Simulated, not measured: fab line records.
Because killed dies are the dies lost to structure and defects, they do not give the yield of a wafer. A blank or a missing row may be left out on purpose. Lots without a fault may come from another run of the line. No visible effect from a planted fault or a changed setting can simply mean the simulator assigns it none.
Which tool did it?	flow gf180mcu	Sampling: 12 lots, 36 wafers, 5 of 602 route steps

## WHAT EACH GAUGE READ, for each wafer
GF_MIM_THK_MEAS_06. Usual: MIM_CVD_05_THK gives 41.9 nm (standard deviation 0.56).
lot	measured	on	MIM_CVD_05_THK (nm)	flag
L448	day 25 04:29	filmMetro-01	42.2 42.3 43.3	
L449	day 25 06:18	filmMetro-01	41.5 42.1 42.2	
L450	day 25 09:20	filmMetro-04	41.8 42.9 42.9	
L451	day 26 04:09	filmMetro-01	41.9 41.5 42.3	
L452	day 27 00:26	filmMetro-04	41.5 41.4 41.7	
L453	day 27 02:34	filmMetro-04	41.3 41.7 41.9	
L455	day 27 16:18	filmMetro-04	40.9 41.0 41.8	
L463	day 29 22:17	filmMetro-04	40.5 41.8 41.5	
L464	day 30 13:28	filmMetro-04	42.2 42.6 42.4	
L465	day 30 15:15	filmMetro-02	42.0 42.3 42.9	
L469	day 31 13:02	filmMetro-01	41.2 42.3 42.1	
L470	day 32 04:19	filmMetro-02	41.1 40.9 41.1	

GF_M5_CD_MEAS_07: the cd target is 280 nm. Usual: cdNm at 279.9 nm, with a standard deviation of 1.2.
lot	measured	on	cdNm (nm)	flag
L448	day 26 22:50	cdSem-02	280.5 281.7 281.6	
L449	day 27 01:07	cdSem-02	278.9 279.4 280.1	
L450	day 27 05:04	cdSem-02	279.4 278.9 279.1	
L451	day 27 22:55	cdSem-02	280.2 279.8 280.4	
L452	day 28 15:25	cdSem-01	281.4 283.0 281.9	
L453	day 28 19:43	cdSem-02	279.4 280.2 279.2	
L455	day 29 07:57	cdSem-01	279.6 279.3 278.1	
L463	day 31 11:34	cdSem-01	269.6 272.1 271.3	OFF
L464	day 32 00:45	cdSem-02	274.0 274.9 273.4	OFF
L465	day 32 04:16	cdSem-01	279.5 278.9 278.6	
L469	day 33 00:14	cdSem-02	281.5 281.2 281.3	
L470	day 33 13:20	cdSem-02	279.6 280.2 279.5	

## TOOL THAT RAN EACH LOT (tool first, then ch and the chambers of the sampled wafers, then the start)
lot	GF_MIM_SPUTTER_01	GF_MIM_SPUTTER_03	GF_M5_PEB_05
L448	pvdSputter-04, day 25 04:19	pvdSputter-04, day 25 04:23	lithoTrack-03 ch 0, day 26 22:29
L449	pvdSputter-04, day 25 06:07	pvdSputter-04, day 25 06:11	lithoTrack-03 ch 0, day 27 00:47
L450	pvdSputter-02, day 25 09:10	pvdSputter-02, day 25 09:13	lithoTrack-04 ch 0, day 27 04:43
L451	pvdSputter-02, day 26 04:00	pvdSputter-02, day 26 04:04	lithoTrack-04 ch 0, day 27 22:34
L452	pvdSputter-04, day 27 00:17	pvdSputter-04, day 27 00:21	lithoTrack-04 ch 0, day 28 15:04
L453	pvdSputter-01, day 27 02:25	pvdSputter-01, day 27 02:29	lithoTrack-04 ch 0, day 28 19:22
L455	pvdSputter-04, day 27 16:08	pvdSputter-04, day 27 16:12	lithoTrack-02 ch 0, day 29 07:37
L463	pvdSputter-01, day 29 22:08	pvdSputter-01, day 29 22:12	lithoTrack-04 ch 0, day 31 11:13
L464	pvdSputter-01, day 30 13:17	pvdSputter-01, day 30 13:21	lithoTrack-04 ch 0, day 32 00:25
L465	pvdSputter-01, day 30 15:05	pvdSputter-01, day 30 15:09	lithoTrack-03 ch 0, day 32 03:55
L469	pvdSputter-04, day 31 12:53	pvdSputter-04, day 31 12:56	lithoTrack-03 ch 0, day 32 23:52
L470	pvdSputter-04, day 32 04:10	pvdSputter-04, day 32 04:13	lithoTrack-03 ch 0, day 33 12:59
- GF_MIM_SPUTTER_01: material TiN, target thk 30 nm, time 25 s.
- GF_MIM_SPUTTER_03: material Ti, target thk 10 nm, time 6.7 s.
- GF_M5_PEB_05: peb time 86.86 s.

## AS READ BY THE TOOLS THEMSELVES (means over the sampled wafers that have a number; for cases with no such wafer, the mark the record gives instead)
GF_MIM_SPUTTER_01. Usual: cathodeDcPowerW 6500.1 W, standard deviation 1.1; throttleValvePct 30.0 %, standard deviation 1.4.
lot	tool	cathodeDcPowerW (W)	throttleValvePct (%)	flag
L448	pvdSputter-04	6499.5	31.8	
L449	pvdSputter-04	6499.9	31.6	
L450	pvdSputter-02	6500.9	29.5	
L451	pvdSputter-02	6500.0	30.2	
L452	pvdSputter-04	6500.6	30.6	
L453	pvdSputter-01	6500.4	28.6	
L455	pvdSputter-04	6500.2	31.6	
L463	pvdSputter-01	6501.3	29.8	
L464	pvdSputter-01	6499.6	30.9	
L465	pvdSputter-01	6500.0	29.6	
L469	pvdSputter-04	6498.5	31.0	
L470	pvdSputter-04	6499.6	30.5	

GF_MIM_SPUTTER_03. Usual: cathodeDcPowerW 3000.0 W, standard deviation 0.53; throttleValvePct 30.0 %, standard deviation 1.4.
lot	tool	cathodeDcPowerW (W)	throttleValvePct (%)	flag
L448	pvdSputter-04	3000.6	31.9	
L449	pvdSputter-04	3000.3	31.5	
L450	pvdSputter-02	3000.6	29.8	
L451	pvdSputter-02	3000.1	30.2	
L452	pvdSputter-04	3000.0	30.7	
L453	pvdSputter-01	3000.0	28.6	
L455	pvdSputter-04	3000.5	31.4	
L463	pvdSputter-01	3000.4	29.8	
L464	pvdSputter-01	3000.2	30.8	
L465	pvdSputter-01	2999.5	29.7	
L469	pvdSputter-04	2999.5	31.0	
L470	pvdSputter-04	3000.0	30.6	

GF_M5_PEB_05. Usual: heaterPowerTotalW 86.70 W, standard deviation 0.2; plateTempC 134.99 C, standard deviation 0.14.
lot	tool	heaterPowerTotalW (W)	plateTempC (C)	flag
L448	lithoTrack-03	86.65	135.11	
L449	lithoTrack-03	86.65	135.18	
L450	lithoTrack-04	86.73	134.94	
L451	lithoTrack-04	86.62	135.04	
L452	lithoTrack-04	86.69	135.05	
L453	lithoTrack-04	86.79	134.85	
L455	lithoTrack-02	86.69	134.72	
L463	lithoTrack-04	89.22	137.93	OFF
L464	lithoTrack-04	89.20	138.19	OFF
L465	lithoTrack-03	86.67	134.96	
L469	lithoTrack-03	86.78	135.10	
L470	lithoTrack-03	86.51	134.88	

## THE ANSWER, worked out from the rows above alone
Rule: a lot is off if the mean of its wafers that have a number lies more than 3 standard deviations from the usual mean. A lot without any number at a reading at which 4 lots or more have one is off too. The other lots that the step has rows for count as sound. First the gauges in route order, then the tools' own readings, where a lot's mean is used as printed above. The first step at which some lot is off is used, and at that step the reading that is off furthest; a lot without a number counts as furthest.
Off, at GF_M5_CD_MEAS_07 on cdNm: L463, L464.
A tool fits if, at a process step before that reading, it ran every lot that is off, and no sound lot after the first of them. Not tried: the gauges at GF_M5_CD_MEAS_07; whatever is off there is also off at GF_M5_PEB_05, on other tools, and gauge error can't account for it. One fits: GF_M5_PEB_05 on lithoTrack-04. Its last sound lot is L453 (day 28 19:22), its first lot that is off L463 (day 31 11:13): a fault that began between those two fits.
The tool's own readings at GF_M5_PEB_05 bear it out: on the lots that are off they differ by more than 5 times the standard deviation of the sound lots' means. heaterPowerTotalW reads 89.21 W there against 86.68 W on the sound lots; plateTempC reads 138.06 C there against 134.98 C on the sound lots.

## WHAT THE SIMULATOR HAD INSERTED
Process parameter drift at GF_M5_PEB_05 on lithoTrack-04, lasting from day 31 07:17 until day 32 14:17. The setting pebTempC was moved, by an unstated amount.
Struck lots among those shown: L463, L464. The rule given above showed the same thing.
